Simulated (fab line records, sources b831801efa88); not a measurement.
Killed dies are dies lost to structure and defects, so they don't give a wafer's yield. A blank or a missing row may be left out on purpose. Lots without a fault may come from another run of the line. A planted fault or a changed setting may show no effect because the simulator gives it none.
fab line records | flow sfq_line | part 2 of 2: steps 28 to 36 of 36
record lots=5 wafers=15 last_day=80
route steps=325 shown M6@260 I6@266 M7@281 I7@296
lots that met no fault: from a run of the same line without faults
start_h: hours from the record's first day to the start of the lot's first wafer shown | wait_h: hours since the lot's step before | " the same as in the row above | L1.1+2: a row that stands for several wafers | - no value, or no start given | * or withheld: withheld | < > ~ a bound
route shown NAME@n: a module of which the file shows steps, and the number in the route of the first | usual: mean/standard deviation of fault-free wafers | same: alike in all rows | chamber/n: place in a boat | sites: the reading at each site | _std_site: their standard deviation | _edge_site: outer sites' mean less inner sites' | radius_mm: how far each site lies from the wafer's centre | mask NAME#n: copy n | behind: the tool/chamber that last shaped the wafer | hold: why the lot was held/for how many hours/how that ended | device: the transistor (n, p or np) that didn't switch | end of line: the same wafers' tests at the end of the route | a step without rows: its recipe alone | killed: dies lost to structure and defects at the first sort, not the wafer's yield | map: a wafer's dies, x killed, . not, _ none there
set.NAME: the setting as run; set.NAME@STEP: as run at that earlier step | model.NAME: the simulator's own value behind a step, which no gauge read
lots at some steps of the route; a table a step, a row a wafer
services: from which hour (start_h, from the record's first day; less than 0 if before it) a tool's chamber was out of use, for how many hours, and why
## steps
# step SFQ_TRILAYER_M7_LITHO_EXPOSE_178
# recipe mask_id=M7 na=0.6 source_shape=conventional sigma_outer=0.65 target_cd_nm=500 dose_mj=14.4
# columns lot.wafer tool chamber start_h wait_h mask
L078.1+2+3 krf_scanner-02 0 1595.36 - M7#0
L079.1+4+6 krf_scanner-02 0 1596.56 - M7#0
L086.1+2+4 krf_scanner-01 0 - - M7#0
L094.3+5+6 krf_scanner-01 0 1796.13 - M7#0
L096.2+4+6 krf_scanner-01 0 1904.65 - M7#0
# step SFQ_TRILAYER_M7_LITHO_PEB_180
# recipe peb_temp_c=115 peb_time_s=60 resist=KrF
# columns lot.wafer tool chamber start_h wait_h
L078.1+2+3 litho_track-02 0 1596.56 1.0
L079.1+4+6 litho_track-02 0 1597.76 1.0
L086.1+2+4 litho_track-04 0 - -
L094.3+5+6 litho_track-04 0 1796.98 0.7
L096.2+4+6 litho_track-02 0 1905.68 0.8
# step SFQ_TRILAYER_M7_LITHO_DEVELOP_179
# recipe time_s=60 resist=KrF
# same time_s=60
# columns lot.wafer tool chamber start_h wait_h
L078.1+2+3 litho_track-02 0 1596.71 0.1
L079.1+4+6 litho_track-02 0 1597.91 0.1
L086.1+2+4 litho_track-04 0 1708.02 0.1
L094.3+5+6 litho_track-04 0 1797.13 0.1
L096.2+4+6 litho_track-02 0 1905.83 0.1
# step SFQ_M7_OVL_MEAS_945
# usual M7_OVL=1/5.3
# columns lot.wafer tool chamber start_h wait_h M7_OVL[nm]
L078.1 overlay-02 - 1596.86 0.1 11
L078.2 " - " " 7
L078.3 " - " " 0
L079.1 overlay-02 - 1598.06 0.1 4
L079.4 " - " " 5
L079.6 " - " " 6
L086.1 overlay-02 - 1708.17 0.1 9
L086.2 " - " " 2
L086.4 " - " " 9
L094.3 overlay-02 - 1797.24 0.1 -6
L094.5 " - " " 0
L094.6 " - " " -2
L096.2 overlay-01 - 1905.96 0.1 -5
L096.4 " - " " 0
L096.6 " - " " 0
# step SFQ_TRILAYER_M7_BARC_OPEN_METAL_ETCH_229
# recipe mask_material=PR chemistry=O2 target_depth_nm=125 target=BARC icp_w=600 bias_w=80 pressure_mtorr=10 time_s=41.7
# usual bias_w=79.99/0.25 drypump_motor_current_A=5.7/0.53 oes_product_au=0.685/0.0049 rf_fwd_power_W=593.4/2.1
# same time_s=41.7
# columns lot.wafer tool chamber start_h wait_h bias_w drypump_motor_current_A oes_product_au rf_fwd_power_W rf_hours_counter_h
L078.1 rie_metal-02 1 1596.89 0.0 79.95 6.0 0.685 594.6 8
L078.2 " 0 " " 80.02 4.8 0.687 594.6 52
L078.3 " 0 " " 80.24 4.8 0.683 595.7 -
L079.1 rie_metal-04 1 1598.09 0.0 80.20 5.0 0.687 595.2 134
L079.4 " 1 " " 79.72 5.0 0.689 592.5 -
L079.6 " 1 " " 80.19 5.0 0.679 594.2 -
L086.1 rie_metal-01 1 1708.20 0.0 79.61 6.1 0.674 593.7 52
L086.2 " 0 " " 79.63 5.9 0.688 594.1 25
L086.4 " 0 " " 79.77 5.8 0.684 591.1 -
L094.3 rie_metal-04 0 1797.29 0.0 80.28 6.2 0.686 595.7 -
L094.5 " 0 " " 80.20 6.2 0.680 592.6 -
L094.6 " 1 " " 79.98 5.0 0.686 594.5 -
L096.2 rie_metal-04 0 1905.99 0.0 79.56 6.2 0.690 590.0 57
L096.4 " 1 " " 79.95 5.0 0.686 592.6 -
L096.6 " 0 " " 79.75 6.2 0.687 590.0 -
# step SFQ_TRILAYER_M7_ETCH_METAL_ETCH_180
# recipe target=Nb stop_on=SiO2 mask_material=PR chemistry=Cl2/Ar target_depth_nm=240 icp_w=600 bias_w=80 pressure_mtorr=10 time_s=120
# usual bias_w=80.01/0.23 drypump_motor_current_A=5.7/0.54 oes_product_au=0.896/0.0067 rf_fwd_power_W=596.8/2
# same time_s=120
# columns lot.wafer tool chamber start_h wait_h bias_w drypump_motor_current_A oes_product_au rf_fwd_power_W rf_hours_counter_h
L078.1 rie_metal-02 1 1596.95 0.0 80.00 6.0 0.896 597.1 8
L078.2 " 0 " " 80.11 4.8 0.893 599.6 52
L078.3 " 0 " " 80.54 4.8 0.907 600.5 -
L079.1 rie_metal-04 1 1598.15 0.0 79.88 5.1 0.884 599.3 134
L079.4 " 1 " " 79.74 5.0 0.897 601.3 -
L079.6 " 1 " " 79.69 5.0 0.879 598.7 -
L086.1 rie_metal-01 1 1708.26 0.0 79.68 6.1 0.894 598.0 52
L086.2 " 0 " " 80.12 5.9 0.896 595.8 25
L086.4 " 0 " " 79.94 5.9 0.894 598.8 -
L094.3 rie_metal-04 0 1797.37 0.1 80.40 6.2 0.894 598.6 -
L094.5 " 0 " " 80.31 6.2 0.896 596.2 -
L094.6 " 1 " " 80.18 5.0 0.893 594.2 -
L096.2 rie_metal-04 0 1906.07 0.1 80.05 6.2 0.888 597.7 57
L096.4 " 1 " " 80.20 5.0 0.914 595.5 -
L096.6 " 0 " " 79.93 6.2 0.891 593.8 -
# step SFQ_TRILAYER_M7_STRIP_STRIP_181
# recipe gas=O2 power_w=200 platen_temp_c=40 overash_fraction=0.65 chemistry=O2 pressure_mtorr=50
# usual drypump_motor_current_A=5.7/0.53 oes_product_au=0.996/0.0082
# columns lot.wafer tool chamber start_h wait_h drypump_motor_current_A oes_product_au rf_hours_counter_h
L078.1 rie_metal-02 1 1597.08 0.1 6.0 1.001 8
L078.2 " 0 " " 4.8 1.012 52
L078.3 " 0 " " 4.8 1.013 -
L079.1 rie_metal-04 1 1598.28 0.1 5.0 0.991 134
L079.4 " 1 " " 5.0 0.993 -
L079.6 " 1 " " 5.0 0.987 -
L086.1 rie_metal-01 1 1708.39 0.1 6.1 0.978 52
L086.2 " 0 " " 5.8 0.994 25
L086.4 " 0 " " 5.9 0.996 -
L094.3 rie_metal-04 0 1797.65 0.2 6.2 1.004 -
L094.5 " 0 " " 6.2 0.997 -
L094.6 " 1 " " 5.0 1.004 -
L096.2 rie_metal-04 0 1906.23 0.1 6.2 0.996 58
L096.4 " 1 " " 5.0 1.007 -
L096.6 " 0 " " 6.2 0.993 -
# step SFQ_TRILAYER_M7_STRIP_SOLV_CLEAN_182
# recipe chemistry=NMP temp_c=70 time_s=600
# same time_s=600
# columns lot.wafer tool chamber start_h wait_h
L078.1+2+3 wet_bench-04 1,6,3 1597.68 0.4
L079.1+4+6 wet_bench-04 5,6,2 1598.88 0.4
L086.1+2+4 wet_bench-03 7,6,3 1708.99 0.4
L094.3+5+6 wet_bench-03 4,2,1 1798.05 0.2
L096.2+4+6 wet_bench-04 6,4,3 1907.03 0.5
# step SFQ_TRILAYER_I7_DEP_PECVD_183
# recipe material=SiO2 temp_c=150 time_s=111.11 pressure_torr=2.4 rf_w=183.3 precursor=SiH4/N2O target_thk_nm=500
# usual heater_power_w=83/18 rf_fwd_power_W=182.6/0.56 throttle_valve_pct=24.7/1.3
# same time_s=111.11
# columns lot.wafer tool chamber start_h wait_h heater_power_w rf_fwd_power_W throttle_valve_pct
L078.1 pecvd-02 1 1597.85 0.0 82 183.1 26.4
L078.2 " 2 " " 80 182.1 26.3
L078.3 " 0 " " 79 182.9 25.1
L079.1 pecvd-04 1 1599.05 0.0 125 183.1 25.0
L079.4 " 2 " " 99 181.2 24.4
L079.6 " 1 " " 127 183.1 24.6
L086.1 pecvd-04 2 1709.16 0.0 98 183.3 24.6
L086.2 " 0 " " 65 182.2 24.4
L086.4 " 1 " " 121 183.3 25.1
L094.3 pecvd-02 2 1798.23 0.0 85 183.5 26.5
L094.5 " 1 " " 88 183.9 26.5
L094.6 " 0 " " 82 182.5 25.3
L096.2 pecvd-04 1 1907.21 0.0 120 182.4 25.7
L096.4 " 2 " " 89 182.6 25.1
L096.6 " 1 " " 122 182.6 25.4
## services
# columns tool chamber start_h hours kind
krf_scanner-01 - 1444.66 53.2 repair
rie_diel-04 - 1479.28 0.6 repair
krf_scanner-01 - 1497.81 1.3 pm
krf_scanner-02 - 1499.16 4.4 pm
krf_scanner-02 - 1503.53 1.0 pm
krf_scanner-01 - 1505.11 1.0 pm
rie_diel-04 2 1506.43 2.4 repair
rie_metal-03 - 1507.12 5.0 repair
krf_scanner-02 - 1514.13 1.3 pm
krf_scanner-02 - 1529.71 0.9 repair
krf_scanner-01 - 1573.50 1.2 repair
rie_diel-04 - 1574.72 1.0 repair
krf_scanner-01 - 1577.29 9.7 repair
krf_scanner-01 - 1592.67 0.4 repair
rie_metal-04 - 1629.21 1.4 pm
pvd_sputter-03 - 1651.83 17.2 repair
rie_metal-04 0 1661.82 7.4 repair
rie_diel-04 2 1703.57 8.0 repair
pvd_sputter-03 - 1711.02 9.6 repair
rie_diel-04 3 1738.62 27.3 repair
rie_metal-04 - 1753.40 0.9 repair
rie_metal-04 1 1757.32 8.2 repair
pvd_sputter-03 - 1810.67 21.7 repair
rie_diel-04 0 1833.31 2.8 repair
